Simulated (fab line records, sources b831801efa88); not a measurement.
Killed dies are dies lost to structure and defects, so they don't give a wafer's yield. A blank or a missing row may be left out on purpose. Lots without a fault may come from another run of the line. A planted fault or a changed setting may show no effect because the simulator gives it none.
A struck lot beside a sound one | flow sky130 | 36 steps out of a route of 708
Sound: wafers L596.2, L596.4, L596.6. Struck: wafers L606.3, L606.4, L606.6. The cause comes at the end.
At each step with rows: each side's tool, then ch and its chambers, then its first start. Under that, the readings that differ: sound wafers | struck wafers | difference of the means | sigmas: that difference in standard deviations of wafers without a fault.
alike: readings whose means differ by less than 2 such deviations, and words and numbers that are the same on both sides. not compared: withheld readings, readings that some wafer has no value for, bounds like >300 that may hide the same value, and numbers for which the record gives no deviation and whose values overlap.
The two part at a step that has a row with sigmas, a row that says differs or no value, or rows on one side only. Numbers that don't overlap but have no deviation are shown without sigmas and don't part them. A reading that every wafer of one side lacks parts them only if that side has two wafers or more.

first, 10 steps without rows for these wafers: SKY_POLY_CUT_ETCH_10 (etches BARC in N2/H2, stops on SiO2, time 45.9 s, target depth 60 nm); SKY_POLY_CUT_ETCH_11 (etches Si3N4 in CF4/CH2F2/Ar, stops on poly-Si, time 42.5 s, target depth 60 nm); SKY_POLY_CUT_STRIP_12 (strips in O2/N2); SKY_SD_P_DEHYDRATE_00 (time 60 s); SKY_SD_P_HMDS_01 (prime time 60 s); SKY_SD_P_COAT_02 (resist thk 1140 nm); SKY_SD_P_SOFTBAKE_03 (time 60 s); SKY_SD_P_EXPOSE_04 (exposes mask PSDM, target cd 380 nm); SKY_SD_P_PEB_05; SKY_SD_P_DEVELOP_06 (develop time 60 s).
SKY_SD_P_IMPLANT_09:
  sound on implanter-01 ch 0, day 26 05:15; struck on implanter-01 ch 0, day 29 03:08
  alike: end_station_pressure_torr
SKY_SD_P_STRIP_10: strips in O2/N2.
  sound on plasma_asher-02 ch 0,1, day 26 05:22; struck on plasma_asher-02 ch 0,1, day 29 03:16
  reading                      | sound             | struck            | difference | sigmas
  oes_product_au (a.u.)        | 0.617 0.620 0.622 | 0.595 0.584 0.586 | -0.031     | -6
  strip_time_to_endpoint_s (s) | 17.51 17.53 17.53 | 18.91 18.94 18.90 | +1.39      | +35
  alike: drypump_motor_current_A
  not compared: rf_hours_counter_h
SKY_SD_P_TW_MEAS_11:
  sound on film_metro-01, day 26 05:29; struck on film_metro-01, day 29 03:35
  reading | sound          | struck         | difference | sigmas
  SD_P_TW | 2807 2779 2792 | 3081 3096 3089 | +296       | +11
then, 21 steps without rows for these wafers: SKY_RES_XHIGH_DEHYDRATE_00 (time 60 s); SKY_RES_XHIGH_HMDS_01 (prime time 60 s); SKY_RES_XHIGH_COAT_02 (resist thk 1140 nm); SKY_RES_XHIGH_SOFTBAKE_03 (time 60 s); SKY_RES_XHIGH_EXPOSE_04 (exposes mask URPM, target cd 1270 nm); SKY_RES_XHIGH_PEB_05; SKY_RES_XHIGH_DEVELOP_06 (develop time 60 s); SKY_RES_XHIGH_IMPLANT_07; SKY_RES_XHIGH_STRIP_08 (strips in O2/N2); SKY_SD_N_DEHYDRATE_00 (time 60 s); SKY_SD_N_HMDS_01 (prime time 60 s); SKY_SD_N_COAT_02 (resist thk 1140 nm); SKY_SD_N_SOFTBAKE_03 (time 60 s); SKY_SD_N_EXPOSE_04 (exposes mask NSDM, target cd 380 nm); SKY_SD_N_PEB_05; SKY_SD_N_DEVELOP_06 (develop time 60 s); SKY_SD_N_IMPLANT_09; SKY_SD_N_IMPLANT_10; SKY_SD_N_STRIP_11 (strips in O2/N2); SKY_SD_N_CLEAN_13 (cleans in SC1/SC2, time 150 s); SKY_SD_N_RTA_14 (time 2 s).
-- the record jumps here: 2 days lie between the struck wafers' starts before and after --
SKY_SD_N_RS_MEAS_17: measures by four-point-probe.
  sound on film_metro-04, day 28 16:40; struck on film_metro-01, day 31 11:58
  reading          | sound             | struck            | difference | sigmas
  SD_P_RS (ohm/sq) | 147.3 147.5 147.5 | 139.0 138.7 138.7 | -8.6       | -25
-- the record jumps here: 17 days lie between the struck wafers' starts before and after (it left off in module SD_N and takes up again in module PAD_OPEN, whose first step shown is number 708 of the route) --
SKY_PAD_OPEN_PROBE_99:
  sound on prober-02, day 46 08:07; struck on prober-02, day 48 07:08
  reading                                | sound             | struck            | difference | sigmas
  model.etest.res_high_po.line_ohm_um    | 743.4 768.7 761.6 | 530.7 534.4 530   | -226.2     |
  model.etest.res_pdiff.line_ohm_um      | 1394 1384 1404    | 1150 1137 1121    | -258       |
  model.etest.licon_high_po.rc_ohm       | 359.1 354.2 348.9 | 203.8 197 199     | -154.1     |
  model.etest.pfet_g5v0d10v5.r_on_ohm_um | 4732 4773 4748    | 4585 4581 4615    | -157       |
  model.etest.licon_pdiff.rc_ohm         | 577.9 570.5 597.3 | 485.6 483.6 456.8 | -106.6     |
  model.etest.pfet_01v8.r_on_ohm_um      | 2873 2824 2888    | 2749 2762 2744    | -110       |
  model.etest.res_high_po.rs_ohm_sq      | 262.9 268.4 262.7 | 185.5 187.5 182.9 | -79.4      |
  model.etest.res_pdiff_hv.rs_ohm_sq     | 196 196 196.2     | 158.8 159.7 158.9 | -36.9      |
  alike: killed_at_M0_to_M3, killed_at_M4_up, killed_at_contacts, killed_at_front_end, killed_at_other, killed_dies, killed_open, killed_short

WHERE THEY PART
First at SKY_SD_P_STRIP_10; last, within this record, at SKY_SD_N_RS_MEAS_17. Later steps at which nothing parts them and some readings are alike: SKY_PAD_OPEN_PROBE_99.

WHY: what the simulator had put in
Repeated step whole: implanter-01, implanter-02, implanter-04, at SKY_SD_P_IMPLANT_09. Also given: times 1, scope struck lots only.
